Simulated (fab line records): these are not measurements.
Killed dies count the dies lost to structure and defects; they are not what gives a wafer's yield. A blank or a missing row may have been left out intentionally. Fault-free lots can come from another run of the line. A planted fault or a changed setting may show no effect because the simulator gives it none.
Chamber matching / flow sky130 / SKY_VIA2_ETCH_15 on rie-diel-04: 4 sister chambers
The step etches SiO2 in C4F8/O2/Ar, stops on TiN, target depth 546 nm, time 84 s. 4 wafers are shown with their chamber, then 11 later ones without.

## WAFERS PAIRED WITH THEIR CHAMBERS
wafer=L084.5; chamber=2; oes-product-au (a.u.)=0.939
wafer=L086.3; chamber=3; oes-product-au (a.u.)=0.939
wafer=L086.5; chamber=0; oes-product-au (a.u.)=0.937
wafer=L088.2; chamber=1; oes-product-au (a.u.)=0.935

## WAFERS MISSING THEIR CHAMBER
wafer=L088.5; oes-product-au (a.u.)=0.947
wafer=L088.6; oes-product-au (a.u.)=0.951
wafer=L090.4; oes-product-au (a.u.)=0.941
wafer=L090.5; oes-product-au (a.u.)=0.933
wafer=L090.6; oes-product-au (a.u.)=0.934
wafer=L092.1; oes-product-au (a.u.)=0.939
wafer=L092.5; oes-product-au (a.u.)=0.946
wafer=L092.6; oes-product-au (a.u.)=0.934
wafer=L097.1; oes-product-au (a.u.)=0.946
wafer=L097.3; oes-product-au (a.u.)=0.940
wafer=L097.4; oes-product-au (a.u.)=0.944

## WHICH CHAMBER EACH ONE RAN IN
wafer=L088.5; from the rows above=can't be placed: 2 or 3 or 0 or 1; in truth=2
wafer=L088.6; from the rows above=can't be placed: 2 or 3 or 0 or 1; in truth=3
wafer=L090.4; from the rows above=can't be placed: 2 or 3 or 0 or 1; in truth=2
wafer=L090.5; from the rows above=can't be placed: 1 or 0 or 2 or 3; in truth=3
wafer=L090.6; from the rows above=can't be placed: 1 or 0 or 2 or 3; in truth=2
wafer=L092.1; from the rows above=can't be placed: 2 or 3 or 0 or 1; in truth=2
wafer=L092.5; from the rows above=can't be placed: 2 or 3 or 0 or 1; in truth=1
wafer=L092.6; from the rows above=can't be placed: 1 or 0 or 2 or 3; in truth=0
wafer=L097.1; from the rows above=can't be placed: 2 or 3 or 0 or 1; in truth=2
wafer=L097.3; from the rows above=can't be placed: 2 or 3 or 0 or 1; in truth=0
wafer=L097.4; from the rows above=can't be placed: 2 or 3 or 0 or 1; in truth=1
Placed correctly: 0 of 11. Not placeable from these rows: 11 (in 11, the candidates include the true chamber). Wrongly placed: 0.
How it was worked out, from the rows above alone: a wafer's distance from a chamber is the root of the sum, over the readings, of the square of ((its reading less the chamber's mean) divided by the reading's scatter). If the next closest chamber is less than 2 further off than the closest, the wafer can't be placed; otherwise it belongs to the closest. For every chamber, the mean is computed from those of its wafers that are shown. The scatter: with one shown wafer a chamber, the root of the mean of the squares of how far each hidden wafer lies from its nearest shown one.
